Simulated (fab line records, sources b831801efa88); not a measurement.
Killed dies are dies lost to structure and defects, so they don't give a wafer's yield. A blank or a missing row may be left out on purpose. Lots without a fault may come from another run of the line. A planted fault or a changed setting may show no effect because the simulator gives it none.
fab line records | flow sky130
record lots=12 wafers=36 last_day=50
route steps=708 shown LI_CONTACT@384 LOCAL_INTERCONNECT@399 METAL1@446 PAD_OPEN@708
lots that met no fault: from a run of the same line without faults
start_h: hours from the record's first day to the start of the lot's first wafer shown | wait_h: hours since the lot's step before | " the same as in the row above | L1.1+2: a row that stands for several wafers | - no value, or no start given | * or withheld: withheld | < > ~ a bound
route shown NAME@n: a module of which the file shows steps, and the number in the route of the first | usual: mean/standard deviation of fault-free wafers | same: alike in all rows | chamber/n: place in a boat | sites: the reading at each site | _std_site: their standard deviation | _edge_site: outer sites' mean less inner sites' | radius_mm: how far each site lies from the wafer's centre | mask NAME#n: copy n | behind: the tool/chamber that last shaped the wafer | hold: why the lot was held/for how many hours/how that ended | device: the transistor (n, p or np) that didn't switch | end of line: the same wafers' tests at the end of the route | a step without rows: its recipe alone | killed: dies lost to structure and defects at the first sort, not the wafer's yield | map: a wafer's dies, x killed, . not, _ none there
set.NAME: the setting as run; set.NAME@STEP: as run at that earlier step | model.NAME: the simulator's own value behind a step, which no gauge read
steps of the route over a sample of lots; a table a step, a row a wafer
services: from which hour (start_h, from the record's first day; less than 0 if before it) a tool's chamber was out of use, for how many hours, and why
## steps
# step SKY_LI_CONTACT_RS_MEAS_22
# recipe thk_meas_gauge=four-point-probe reads=W_of_LI_CONTACT_CVD_21+TiN_of_LI_CONTACT_SPUTTER_20+Ti_of_LI_CONTACT_SPUTTER_19
# usual LI_CONTACT_W_RS=0.2873/0.0029
# columns lot.wafer tool chamber start_h wait_h LI_CONTACT_W_RS[ohm/sq]
L476.2 film_metro-01 - 672.64 0.1 0.2890
L476.3 " - " " 0.2844
L476.4 " - " " 0.2898
L481.1 film_metro-02 - 717.61 0.1 0.2901
L481.3 " - " " 0.2896
L481.4 " - " " 0.2870
L482.3 film_metro-02 - 728.90 0.1 0.2878
L482.4 " - " " 0.2885
L482.5 " - " " 0.2865
L483.1 film_metro-03 - 737.21 0.1 0.2887
L483.4 " - " " 0.2875
L483.6 " - " " 0.2865
L484.3 film_metro-02 - 738.36 0.1 0.2914
L484.4 " - " " 0.2866
L484.6 " - " " 0.2873
L487.2 film_metro-03 - 773.08 0.1 0.2883
L487.4 " - " " 0.2846
L487.6 " - " " 0.2840
L488.1 film_metro-03 - 780.05 0.1 0.2853
L488.4 " - " " 0.2839
L488.5 " - " " 0.2845
L489.4 film_metro-01 - 788.73 0.1 0.2888
L489.5 " - " " 0.2857
L489.6 " - " " 0.2856
L490.4 film_metro-03 - 797.13 0.1 0.2857
L490.5 " - " " 0.2862
L490.6 " - " " 0.2856
L496.4 film_metro-02 - 844.82 0.1 0.2913
L496.5 " - " " 0.2920
L496.6 " - " " 0.2904
L499.1 film_metro-01 - 851.86 0.1 0.2847
L499.4 " - " " 0.2831
L499.5 " - " " 0.2836
L498.2 film_metro-02 - 853.68 0.1 0.2916
L498.3 " - " " 0.2871
L498.4 " - " " 0.2895
# step SKY_LI_CONTACT_THK_MEAS_23
# recipe thk_meas_gauge=xrf reads=W_of_LI_CONTACT_CVD_21
# usual LI_CONTACT_W_THK=392/4.7
# columns lot.wafer tool chamber start_h wait_h LI_CONTACT_W_THK[nm]
L476.2 film_metro-01 - 672.75 0.1 399
L476.3 " - " " 402
L476.4 " - " " 394
L481.1 film_metro-02 - 717.73 0.1 389
L481.3 " - " " 387
L481.4 " - " " 393
L482.3 film_metro-02 - 729.00 0.1 388
L482.4 " - " " 390
L482.5 " - " " 390
L483.1 film_metro-03 - 737.33 0.1 389
L483.4 " - " " 390
L483.6 " - " " 389
L484.3 film_metro-02 - 738.46 0.1 382
L484.4 " - " " 390
L484.6 " - " " 392
L487.2 film_metro-03 - 773.19 0.1 392
L487.4 " - " " 398
L487.6 " - " " 400
L488.1 film_metro-03 - 780.17 0.1 397
L488.4 " - " " 399
L488.5 " - " " 397
L489.4 film_metro-01 - 788.82 0.1 394
L489.5 " - " " 399
L489.6 " - " " 398
L490.4 film_metro-03 - 797.22 0.1 394
L490.5 " - " " 393
L490.6 " - " " 395
L496.4 film_metro-02 - 844.91 0.1 387
L496.5 " - " " 389
L496.6 " - " " 389
L499.1 film_metro-01 - 851.98 0.1 399
L499.4 " - " " 396
L499.5 " - " " 398
L498.2 film_metro-02 - 853.79 0.1 385
L498.3 " - " " 394
L498.4 " - " " 389
# step SKY_LOCAL_INTERCONNECT_OVL_MEAS_12
# usual LOCAL_INTERCONNECT_OVL=2/5
# columns lot.wafer tool chamber start_h wait_h LOCAL_INTERCONNECT_OVL[nm]
L476.2 overlay-01 - 701.47 0.1 3
L476.3 " - " " 9
L476.4 " - " " 9
L481.1 overlay-01 - 746.30 0.1 -5
L481.3 " - " " -3
L481.4 " - " " 2
L482.3 overlay-02 - 758.16 0.1 0
L482.4 " - " " 3
L482.5 " - " " -3
L483.1 overlay-01 - 765.74 0.1 -1
L483.4 " - " " -3
L483.6 " - " " -6
L484.3 overlay-02 - 767.20 0.1 -4
L484.4 " - " " 4
L484.6 " - " " 15
L487.2 overlay-01 - 799.77 0.1 9
L487.4 " - " " 2
L487.6 " - " " 6
L488.1 overlay-02 - 807.29 0.1 6
L488.4 " - " " 3
L488.5 " - " " 9
L489.4 overlay-01 - 814.56 0.1 3
L489.5 " - " " -9
L489.6 " - " " 5
L490.4 overlay-02 - 823.32 0.1 5
L490.5 " - " " 5
L490.6 " - " " 3
L496.4 overlay-02 - 870.46 0.1 4
L496.5 " - " " 0
L496.6 " - " " -1
L499.1 overlay-01 - 877.91 0.1 4
L499.4 " - " " -2
L499.5 " - " " -4
L498.2 overlay-02 - 880.10 0.1 0
L498.3 " - " " -3
L498.4 " - " " 3
# step SKY_METAL1_EXPOSE_12
# recipe mask_id=MM1 na=0.8 source_shape=annular sigma_inner=0.55 sigma_outer=0.85 target_cd_nm=140 dose_mj=28
# usual exposure_dose_mJ_cm2=27.92/0.033
# columns lot.wafer tool chamber start_h wait_h mask exposure_dose_mJ_cm2
L476.2 krf_scanner-01 0 746.49 - MM1#0 27.93
L476.3 " 0 " " MM1#0 27.95
L476.4 " 0 " " MM1#0 27.89
L481.1 krf_scanner-01 0 790.05 - MM1#0 27.96
L481.3 " 0 " " MM1#0 27.96
L481.4 " 0 " " MM1#0 27.87
L482.3 krf_scanner-01 0 800.48 - MM1#0 27.84
L482.4 " 0 " " MM1#0 27.88
L482.5 " 0 " " MM1#0 27.92
L483.1 krf_scanner-02 0 808.10 - MM1#0 27.90
L483.4 " 0 " " MM1#0 27.93
L483.6 " 0 " " MM1#0 27.92
L484.3 krf_scanner-02 0 809.41 - MM1#0 27.86
L484.4 " 0 " " MM1#0 27.85
L484.6 " 0 " " MM1#0 27.84
L487.2 krf_scanner-01 0 843.31 - MM1#0 26.90
L487.4 " 0 " " MM1#0 26.86
L487.6 " 0 " " MM1#0 26.85
L488.1 krf_scanner-01 0 849.83 - MM1#0 26.86
L488.4 " 0 " " MM1#0 26.89
L488.5 " 0 " " MM1#0 26.89
L489.4 krf_scanner-01 0 855.89 - MM1#0 26.84
L489.5 " 0 " " MM1#0 26.87
L489.6 " 0 " " MM1#0 26.87
L490.4 krf_scanner-01 0 865.41 - MM1#0 27.23
L490.5 " 0 " " MM1#0 27.33
L490.6 " 0 " " MM1#0 27.32
L496.4 krf_scanner-02 0 911.15 - MM1#0 27.93
L496.5 " 0 " " MM1#0 27.96
L496.6 " 0 " " MM1#0 27.99
L499.1 krf_scanner-02 0 917.85 - MM1#0 27.88
L499.4 " 0 " " MM1#0 27.92
L499.5 " 0 " " MM1#0 27.88
L498.2 krf_scanner-02 0 920.39 - MM1#0 27.92
L498.3 " 0 " " MM1#0 27.90
L498.4 " 0 " " MM1#0 27.93
# step SKY_METAL1_CD_MEAS_15
# recipe target_cd_nm=140
# usual cd_nm=139.8/1.7
# columns lot.wafer tool chamber start_h wait_h cd_nm
L476.2 cd_sem-01 - 760.51 - 139.8
L476.3 " - " " 137.5
L476.4 " - " " 138.7
L481.1 cd_sem-01 - 802.94 - 140.0
L481.3 " - " " 139.8
L481.4 " - " " 137.8
L482.3 cd_sem-02 - 813.27 - 142.3
L482.4 " - " " 141.5
L482.5 " - " " 142.3
L483.1 cd_sem-02 - 821.43 - 140.1
L483.4 " - " " 140.3
L483.6 " - " " 140.3
L484.3 cd_sem-01 - 822.76 - 139.5
L484.4 " - " " 139.0
L484.6 " - " " 139.8
L487.2 cd_sem-01 - 856.07 - 146.7
L487.4 " - " " 145.6
L487.6 " - " " 146.0
L488.1 cd_sem-02 - 861.13 - 144.4
L488.4 " - " " 144.5
L488.5 " - " " 145.2
L489.4 cd_sem-02 - 868.99 - 147.6
L489.5 " - " " 146.8
L489.6 " - " " 145.2
L490.4 cd_sem-02 - 878.49 - 146.6
L490.5 " - " " 146.1
L490.6 " - " " 145.0
L496.4 cd_sem-02 - 923.85 - 140.9
L496.5 " - " " 140.5
L496.6 " - " " 140.3
L499.1 cd_sem-01 - 930.22 - 139.6
L499.4 " - " " 139.4
L499.5 " - " " 141.2
L498.2 cd_sem-01 - 932.50 - 140.3
L498.3 " - " " 139.2
L498.4 " - " " 141.5
# step SKY_PAD_OPEN_PROBE_99
# usual defect_limited_yield=82.4/1.8 killed_at_M0_to_M3=44/7 killed_at_M4_up=3.2/2 killed_at_contacts=25/5.3 killed_at_front_end=15/4.3 killed_at_other=0.3/0.54 killed_dies=86/8.7 killed_open=47/6.4 killed_short=39/5.6 sort_bin_3_pad_short=0.9/0.43 sort_bin_5_function=10.4/1.4 sort_bin_6_memory=6.3/1.2 sort_n_pass=406/8.7 sort_yield_pct=82.4/1.8
# same gross_dies=492 killed_at_back_side=0 sort_bin_4_leakage[%]=0 sort_bin_8_speed[%]=0
# columns lot.wafer tool chamber start_h wait_h defect_limited_yield[%] killed_at_M0_to_M3 killed_at_M4_up killed_at_contacts killed_at_front_end killed_at_other killed_dies killed_open killed_short sort_bin_3_pad_short[%] sort_bin_5_function[%] sort_bin_6_memory[%] sort_n_pass sort_yield_pct[%]
L484.3 prober-01 - 1117.74 0.2 83.9 30 2 29 18 0 79 43 36 1.6 8.5 5.9 413 83.9
L484.4 prober-01 - 1117.79 0.2 81.5 40 2 30 19 0 91 45 46 1.2 10.8 6.5 401 81.5
L484.6 prober-01 - 1117.89 0.2 82.5 40 2 26 17 1 86 48 38 1.0 9.6 6.9 406 82.5
L487.6 prober-02 - 1144.30 0.2 81.5 45 5 20 20 1 91 50 41 1.8 10.4 6.3 401 81.5
L490.6 prober-01 - 1157.26 0.2 82.9 45 4 22 13 0 84 43 41 1.2 9.3 6.5 408 82.9
# killed by level:class
L484.3 LI_CONTACT:geometric_particle:open=8 CONTACT:geometric_particle:short=6 CONTACT:geometric_particle:open=6 VIA1:geometric_particle:open=6 VIA3:geometric_particle:open=6 FIELD_ISO:geometric_particle:short=5 LOCAL_INTERCONNECT:geometric_particle:short=5 FIELD_ISO:geometric_particle:open=4
L484.4 LI_CONTACT:geometric_particle:open=11 CONTACT:geometric_particle:open=8 VIA1:geometric_particle:open=8 METAL1:geometric_particle:short=7 METAL2:geometric_particle:short=6 POLY_GATE:geometric_particle:short=5 VIA3:geometric_particle:open=5 FIELD_ISO:geometric_particle:short=4
L484.6 VIA1:geometric_particle:open=10 VIA2:geometric_particle:open=8 CONTACT:geometric_particle:open=8 LI_CONTACT:geometric_particle:open=7 METAL2:geometric_particle:short=6 CONTACT:geometric_particle:short=5 FIELD_ISO:geometric_particle:open=3 LI_CONTACT:geometric_particle:short=3
L487.6 VIA3:geometric_particle:open=11 LI_CONTACT:geometric_particle:open=8 VIA1:geometric_particle:open=8 VIA2:geometric_particle:open=7 CONTACT:geometric_particle:open=6 FIELD_ISO:geometric_particle:short=5 POLY_GATE:geometric_particle:short=5 METAL4:geometric_particle:short=4
L490.6 VIA1:geometric_particle:short=11 VIA3:geometric_particle:open=7 CONTACT:geometric_particle:open=7 VIA1:geometric_particle:open=7 LI_CONTACT:geometric_particle:open=6 VIA2:geometric_particle:open=6 LOCAL_INTERCONNECT:geometric_particle:short=4 LI_CONTACT:geometric_particle:short=4
## services
# columns tool chamber start_h hours kind
krf_scanner-01 0 743.39 - calibration
krf_scanner-02 0 749.72 - calibration
krf_scanner-02 - 762.63 3.6 pm
krf_scanner-01 - 768.55 1.0 pm
krf_scanner-02 - 769.15 6.6 repair
krf_scanner-02 - 791.38 7.2 pm
krf_scanner-01 - 798.58 0.8 pm
krf_scanner-01 - 807.83 4.0 pm
krf_scanner-02 - 835.42 1.3 pm
krf_scanner-02 - 854.06 0.8 pm
krf_scanner-02 - 861.25 30.1 repair
krf_scanner-02 - 891.35 1.0 pm
krf_scanner-01 - 897.64 1.3 pm
krf_scanner-01 0 900.19 - calibration
krf_scanner-01 - 919.78 3.6 pm
## key
first_sign step=SKY_METAL1_EXPOSE_12 reading=exposure_dose_mJ_cm2 direction=down sigmas=29 usual=* struck=*
effect step=SKY_METAL1_CD_MEAS_15 reading=cd_nm direction=up sigmas=3.6 usual=139.8 struck=145.8 through=control_loop
met_at SKY_METAL1_EXPOSE_12
struck_lots L487,L488,L489,L490
loop_trim step=SKY_METAL1_EXPOSE_12 setting=dose lots=L490
not_acting_at SKY_LI_CONTACT_RS_MEAS_22,SKY_LI_CONTACT_THK_MEAS_23,SKY_LOCAL_INTERCONNECT_OVL_MEAS_12
onset_between 800.48 843.31
fault kind=process_parameter_drift tool=krf_scanner-01 chamber=- onset_h=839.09 steps=SKY_METAL1_EXPOSE_12 channel=dose_mj offset=-1.0652 shape=step acts_in=these_recipes_only stated=28
# loop_trim: a control loop set the setting to another value than it would have without faults
